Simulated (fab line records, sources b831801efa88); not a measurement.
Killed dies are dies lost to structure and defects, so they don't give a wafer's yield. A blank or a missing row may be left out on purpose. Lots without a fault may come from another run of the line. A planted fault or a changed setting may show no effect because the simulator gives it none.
fab line records | flow sky130
record lots=5 wafers=15 last_day=49
route steps=708 shown METAL1@442 VIA1@458 METAL2@483 PAD_OPEN@708
lots that met no fault: from a run of the same line without faults
start_h: hours from the record's first day to the start of the lot's first wafer shown | wait_h: hours since the lot's step before | " the same as in the row above | L1.1+2: a row that stands for several wafers | - no value, or no start given | * or withheld: withheld | < > ~ a bound
route shown NAME@n: a module of which the file shows steps, and the number in the route of the first | usual: mean/standard deviation of fault-free wafers | same: alike in all rows | chamber/n: place in a boat | sites: the reading at each site | _std_site: their standard deviation | _edge_site: outer sites' mean less inner sites' | radius_mm: how far each site lies from the wafer's centre | mask NAME#n: copy n | behind: the tool/chamber that last shaped the wafer | hold: why the lot was held/for how many hours/how that ended | device: the transistor (n, p or np) that didn't switch | end of line: the same wafers' tests at the end of the route | a step without rows: its recipe alone | killed: dies lost to structure and defects at the first sort, not the wafer's yield | map: a wafer's dies, x killed, . not, _ none there
set.NAME: the setting as run; set.NAME@STEP: as run at that earlier step | model.NAME: the simulator's own value behind a step, which no gauge read
lots at some steps of the route; a table a step, a row a wafer
services: from which hour (start_h, from the record's first day; less than 0 if before it) a tool's chamber was out of use, for how many hours, and why
## steps
# step SKY_METAL1_HMDS_08
# recipe prime_time_s=60 prime_temp_c=120
# step SKY_METAL1_COAT_09
# recipe resist=BARC temp_c=withheld time_s=withheld spin_rpm=3000 resist_thk_nm=60
# step SKY_METAL1_COAT_10
# recipe resist=KrF-thick spin_rpm=3000 resist_thk_nm=450
# step SKY_METAL1_SOFTBAKE_11
# recipe temp_c=100 time_s=90 resist=KrF-thick
# step SKY_METAL1_EXPOSE_12
# recipe mask_id=MM1 na=0.8 source_shape=annular sigma_inner=0.55 sigma_outer=0.85 target_cd_nm=140 dose_mj=28
# step SKY_METAL1_PEB_13
# recipe peb_temp_c=withheld peb_time_s=withheld resist=KrF-thick
# step SKY_METAL1_DEVELOP_14
# recipe develop_time_s=60 resist=KrF-thick dev_temp_c=21
# step SKY_METAL1_DESCUM_17
# recipe chemistry=O2 source_power_w=150 bias_power_w=0 pressure_mtorr=10 temp_c=40 time_s=8
# step SKY_METAL1_ETCH_18
# recipe chemistry=N2/H2 target=BARC ion_energy_ev=200 bias_w=100 pressure_mtorr=30 n2_flow_sccm=100 h2_flow_sccm=200 icp_w=500 stop_on=SiO2 time_s=45.9 target_depth_a=600
# step SKY_METAL1_METAL_ETCH_19
# recipe target_depth_a=3600 stop_on=SiO2 over_etch_frac=0.3 time_s=79.16 chemistry=Cl2/BCl3 resist_sidewall_deg=88 pressure_mtorr=10 icp_w=900 bias_w=48.5 Cl2_flow_sccm=60 bcl3_flow_sccm=30
# step SKY_METAL1_STRIP_20
# recipe chemistry=O2/N2 power_w=1400 pressure_mtorr=1500 platen_temp_c=withheld o2_flow_sccm=3000 n2_flow_sccm=300 overash_fraction=0.5
# usual chamber_pressure_mTorr=1499.8/1.3 drypump_motor_current_A=5.9/0.49 o2_flow_sccm=2999/8.1 oes_product_au=0.343/0.006 strip_time_to_endpoint_s=2.69/0.074
# columns lot.wafer tool chamber start_h wait_h chamber_pressure_mTorr drypump_motor_current_A o2_flow_sccm oes_product_au rf_hours_counter_h strip_time_to_endpoint_s
L220.3 plasma_asher-03 0 762.84 0.1 1500.6 5.9 3001 0.350 - 2.66
L220.4 " 1 " " 1497.9 6.5 3007 0.341 - 2.66
L220.5 " 0 " " 1500.5 5.9 2998 0.342 - 2.66
L231.2 plasma_asher-03 1 864.27 0.1 1499.5 6.5 3005 0.342 77 2.63
L231.3 " 1 " " 1500.2 6.5 2992 0.350 - 2.68
L231.6 " 0 " " 1499.9 5.8 3002 0.339 - 2.71
L234.3 plasma_asher-03 0 881.25 0.1 1501.1 5.9 3005 0.350 - 2.73
L234.4 " 1 " " 1500.4 6.5 2992 0.344 - 2.71
L234.5 " 0 " " 1500.1 5.8 3002 0.347 - 2.72
L235.1 plasma_asher-03 0 884.42 0.1 1502.5 5.9 3003 0.344 79 2.77
L235.4 " 1 " " 1498.1 6.5 3001 0.339 - 2.66
L235.6 " 1 " " 1501.5 6.5 2985 0.343 - 2.67
L236.3 plasma_asher-04 0 890.45 0.1 1499.3 6.1 2996 0.334 - 2.63
L236.4 " 1 " " 1500.4 6.1 2996 0.355 - 2.85
L236.6 " 0 " " 1498.9 6.0 3001 0.347 - 2.87
# step SKY_METAL1_STRIP_21
# recipe chemistry=post_etch_residue_remover time_s=1200 temp_c=72.5
# step SKY_METAL1_CLEAN_22
# recipe chemistry=IPA time_s=180 temp_c=25
# step SKY_METAL1_CLEAN_23
# recipe chemistry=O3/DIW dry=n2_spin
# step SKY_VIA1_HDPCVD_00
# recipe material=SiO2 target_thk_nm=1030 sigma_open_frac=0.3 time_s=171.7 temp_c=400 sih4_flow_sccm=60 pressure_mtorr=6
# step SKY_VIA1_CMP_02
# recipe material=SiO2 down_force_psi=4 platen_rpm=60 pad_velocity_m_s=0.94248
# step SKY_VIA1_DEHYDRATE_04
# recipe temp_c=200 time_s=60
# step SKY_VIA1_HMDS_05
# recipe prime_time_s=60 prime_temp_c=120
# step SKY_VIA1_COAT_06
# recipe resist=BARC temp_c=withheld time_s=withheld spin_rpm=3000 resist_thk_nm=60.62
# step SKY_VIA1_COAT_07
# recipe resist=KrF-thick spin_rpm=3000 resist_thk_nm=450
# step SKY_VIA1_SOFTBAKE_08
# recipe temp_c=100 time_s=90 resist=KrF-thick
# step SKY_VIA1_EXPOSE_09
# recipe mask_id=VIM na=0.8 source_shape=annular sigma_inner=0.55 sigma_outer=0.85 target_cd_nm=150 dose_mj=38
# step SKY_VIA1_PEB_10
# recipe peb_temp_c=withheld peb_time_s=withheld resist=KrF-thick
# step SKY_VIA1_DEVELOP_11
# recipe develop_time_s=60 resist=KrF-thick dev_temp_c=21
# step SKY_VIA1_ETCH_14
# recipe chemistry=N2/H2 target=BARC ion_energy_ev=200 source_w=500 bias_w=100 pressure_mtorr=30 n2_flow_sccm=100 h2_flow_sccm=200 stop_on=SiO2 time_s=45.9 target_depth_a=600
# step SKY_VIA1_ETCH_15
# recipe target=SiO2 chemistry=C4F8/O2/Ar target_depth_nm=351 stop_on=TiN mask_material=KrF-thick source_w=1500 bias_w=1200 pressure_mtorr=40 c4f8_flow_sccm=withheld O2_flow_sccm=6 Ar_flow_sccm=300 time_s=54
# step SKY_VIA1_STRIP_16
# recipe chemistry=O2/N2 power_w=1400 pressure_mtorr=1500 platen_temp_c=withheld o2_flow_sccm=3000 n2_flow_sccm=300 overash_fraction=0.5
# step SKY_VIA1_STRIP_17
# recipe chemistry=post_etch_residue_remover time_s=1200 temp_c=72.5
# step SKY_VIA1_CLEAN_18
# recipe chemistry=IPA time_s=180 temp_c=25
# step SKY_VIA1_CLEAN_19
# recipe chemistry=O3/DIW dry=n2_spin
# step SKY_VIA1_SPUTTER_20
# recipe material=TiN target_thk_nm=20 chamber_pressure_pa=5 power_w=4000 time_s=80
# step SKY_VIA1_CVD_21
# recipe material=W target_thk_nm=270 time_s=80.902 temp_c=400 pressure_torr=40
# step SKY_VIA1_CMP_24
# recipe stop_on=SiO2 t_overpolish_s=15 down_force_psi=3.5 platen_rpm=60 target_thk_nm=0 pad_velocity_m_s=0.94248
# step SKY_METAL2_SPUTTER_00
# recipe material=Ti target_thk_nm=15 power_w=3000 time_s=10 chamber_pressure_pa=0.4
# step SKY_PAD_OPEN_PROBE_99
# usual defect_limited_yield=82.5/1.9 killed_at_M0_to_M3=42/6.9 killed_at_M4_up=3.2/1.7 killed_at_contacts=25/5.1 killed_at_front_end=15/4.5 killed_at_other=0.4/0.63 killed_dies=86/9.3 killed_open=46/7 killed_short=39/6.9 sort_bin_3_pad_short=0.9/0.45 sort_bin_5_function=10.4/1.5 sort_bin_6_memory=6.3/1.1 sort_n_pass=406/9.3 sort_yield_pct=82.5/1.9
# same gross_dies=492 killed_at_back_side=0 sort_bin_4_leakage[%]=0 sort_bin_8_speed[%]=0
# columns lot.wafer tool chamber start_h wait_h defect_limited_yield[%] killed_at_M0_to_M3 killed_at_M4_up killed_at_contacts killed_at_front_end killed_at_other killed_dies killed_open killed_short sort_bin_3_pad_short[%] sort_bin_5_function[%] sort_bin_6_memory[%] sort_n_pass sort_yield_pct[%] model.etest.tester.sort_n_pass model.etest.tester.sort_yield_pct model.etest.tester.sort_bin_5_pct model.etest.tester.sort_bin_3_pct
L220.3 prober-01 - 1077.29 0.2 83.7 43 2 21 13 1 80 47 33 0.8 9.1 6.3 412 83.7 412 83.74 9.146 0.813
L220.4 prober-01 - 1077.34 0.2 83.5 28 8 19 26 0 81 38 42 1.0 8.9 6.5 411 83.5 411 83.54 8.943 1.016
L220.5 prober-01 - 1077.39 0.2 86.6 40 1 14 11 0 66 39 27 0.4 7.9 5.1 426 86.6 426 86.59 7.927 0.4065
L231.2 prober-02 - 1153.58 0.1 81.9 39 4 25 21 0 89 47 42 1.2 10.6 6.3 403 81.9 403 81.91 10.57 1.22
L231.6 prober-02 - 1153.78 0.2 76.2 58 3 33 22 1 117 37 55 2.8 13.4 7.5 375 76.2 375 76.22 13.41 2.846
L234.3 prober-02 - 1164.49 0.2 77.6 72 2 23 12 1 110 39 43 1.8 14.8 5.7 382 77.6 382 77.64 14.84 1.829
L234.4 prober-02 - 1164.54 0.2 85.4 39 4 16 13 0 72 44 28 0.2 10.4 4.1 420 85.4 420 85.37 10.37 0.2033
L234.5 prober-02 - 1164.59 0.2 78.5 72 1 26 7 0 106 37 41 2.0 12.2 7.3 386 78.5 386 78.46 12.2 2.033
L235.1 prober-01 - 1168.16 0.1 78.7 59 0 28 18 0 105 44 41 1.8 11.2 8.3 387 78.7 387 78.66 11.18 1.829
L235.4 prober-01 - 1168.31 0.2 83.3 41 1 27 13 0 82 50 31 0.8 10.4 5.5 410 83.3 410 83.33 10.37 0.813
L235.6 prober-01 - 1168.41 0.2 82.7 32 1 23 29 0 85 50 35 0.4 10.6 6.3 407 82.7 407 82.72 10.57 0.4065
# killed by level:class
L220.3 VIA1:geometric_particle:open=12 CONTACT:geometric_particle:open=8 VIA3:geometric_particle:open=7 LI_CONTACT:geometric_particle:open=6 VIA1:geometric_particle:short=5 CONTACT:geometric_particle:short=4 VIA2:geometric_particle:open=4 FIELD_ISO:geometric_particle:open=3
L220.4 FIELD_ISO:geometric_particle:short=9 VIA1:geometric_particle:open=8 FIELD_ISO:geometric_particle:open=6 CONTACT:geometric_particle:open=6 METAL4:geometric_particle:short=6 CONTACT:geometric_particle:short=5 LI_CONTACT:geometric_particle:open=4 POLY_GATE:geometric_particle:short=3
L220.5 VIA1:geometric_particle:open=11 VIA3:geometric_particle:open=9 CONTACT:geometric_particle:open=6 VIA1:geometric_particle:short=5 METAL1:geometric_particle:short=4 VIA2:geometric_particle:open=4 POLY_GATE:geometric_particle:short=3 POLY_GATE:geometric_particle:open=3
L231.2 CONTACT:geometric_particle:short=10 VIA1:geometric_particle:open=9 FIELD_ISO:geometric_particle:short=7 LI_CONTACT:geometric_particle:open=7 VIA2:geometric_particle:open=7 VIA3:geometric_particle:open=7 FIELD_ISO:geometric_particle:open=6 METAL1:geometric_particle:short=6
L231.6 METAL1:unspecified=24 CONTACT:geometric_particle:open=10 LOCAL_INTERCONNECT:geometric_particle:short=10 METAL1:geometric_particle:short=8 FIELD_ISO:geometric_particle:short=7 METAL3:geometric_particle:short=7 POLY_GATE:geometric_particle:short=5 POLY_GATE:geometric_particle:open=4
L234.3 METAL1:unspecified=28 VIA1:geometric_particle:open=10 CONTACT:geometric_particle:open=7 FIELD_ISO:geometric_particle:short=6 METAL2:geometric_particle:short=6 VIA2:geometric_particle:open=6 CONTACT:geometric_particle:short=5 LOCAL_INTERCONNECT:geometric_particle:short=4
L234.4 VIA1:geometric_particle:open=9 VIA3:geometric_particle:open=9 CONTACT:geometric_particle:open=8 VIA1:geometric_particle:short=7 METAL1:geometric_particle:short=4 VIA2:geometric_particle:open=4 METAL2:geometric_particle:short=4 FIELD_ISO:geometric_particle:open=3
L234.5 METAL1:unspecified=27 CONTACT:geometric_particle:open=9 VIA1:geometric_particle:open=8 CONTACT:geometric_particle:short=7 VIA1:geometric_particle:short=7 METAL2:geometric_particle:short=7 VIA3:geometric_particle:short=5 LI_CONTACT:geometric_particle:open=4
L235.1 METAL1:unspecified=20 CONTACT:geometric_particle:open=13 FIELD_ISO:geometric_particle:short=9 LI_CONTACT:geometric_particle:open=6 VIA1:geometric_particle:short=6 VIA1:geometric_particle:open=6 VIA2:geometric_particle:open=6 METAL3:geometric_particle:short=5
L235.4 CONTACT:geometric_particle:open=13 VIA1:geometric_particle:open=10 VIA2:geometric_particle:open=8 LI_CONTACT:geometric_particle:open=7 FIELD_ISO:geometric_particle:short=5 VIA1:geometric_particle:short=5 FIELD_ISO:geometric_particle:open=4 VIA3:geometric_particle:short=4
L235.6 FIELD_ISO:geometric_particle:open=11 VIA2:geometric_particle:open=10 VIA1:geometric_particle:open=9 POLY_GATE:geometric_particle:short=7 LI_CONTACT:geometric_particle:open=7 CONTACT:geometric_particle:open=6 POLY_GATE:geometric_particle:open=5 CONTACT:geometric_particle:short=5
# map L231.6 (x killed, . not)
__________x.xx....x._________
________.............._______
______.x..x....x........_____
_____...x.....x.......x..____
____...........xxx...x....___
___.....x..x...x.........x.__
__..x......xxx.....x....x..x_
_x..x.....x.........x.x..xx..
_x...x..x......x.....xx..xxxx
_x.....xx....x..........xxxxx
_xx.x......xx.x.x.x....xxxxxx
_..........x...xx...xx...xxxx
_.x.......x.......x.........x
_..x...x.......x...x.......xx
_...x....x.....x......x....x.
__.....x........x......x.xxx_
___xx..x.x.......x.....x..x__
____..................xx.x___
_____..x..........x.x....____
______.xx..x.......x...._____
________..xx.........._______
__________......xx.x_________
# map L234.3 (x killed, . not)
__________.........._________
________.x....x......._______
______x...........x..x.._____
_____.......x.x...x......____
____..x...................___
___..x...x...............x.__
__......x....xx..........xxx_
_......x.x...............xxxx
_x......x...x...x.......x.xxx
_....x..x..x...........x.xxxx
_.....x.............xx.xxxxxx
_........x....xx.xx......xxxx
_...xx.xx.x...............xxx
_.....x..x.........xx...x.xxx
_...........x..xx.xxx......x.
__.......x..x....x.........._
___xx..x...x......x....x.xx__
____.xxx....x.x..x......x.___
_____...xxx..xxx.......x.____
______.......x....x....._____
________.x...x........_______
__________.........._________
## services
# columns tool chamber start_h hours kind
plasma_asher-04 0 742.75 - clean
plasma_asher-04 1 742.75 - clean
plasma_asher-04 - 750.26 10.0 pm
plasma_asher-04 - 797.02 2.8 pm
## key
first_sign step=SKY_PAD_OPEN_PROBE_99 reading=killed_at_M0_to_M3 direction=up sigmas=3.3 usual=42 struck=65
effect step=SKY_PAD_OPEN_PROBE_99 reading=sort_bin_3_pad_short direction=up sigmas=2.8 usual=0.9 struck=2.1 wafers_moved=2
model_effect step=SKY_PAD_OPEN_PROBE_99 value=etest.tester.sort_n_pass without=404.8 struck=382.5
met_at SKY_METAL1_STRIP_20
struck_wafers L231.6,L234.3,L234.5,L235.1
onset_between 762.84 864.27
fault kind=chamber_particle_source tool=plasma_asher-03 chamber=0 onset_h=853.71 steps=SKY_METAL1_STRIP_20 rate_per_visit_cm2=0.39839 end_h=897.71
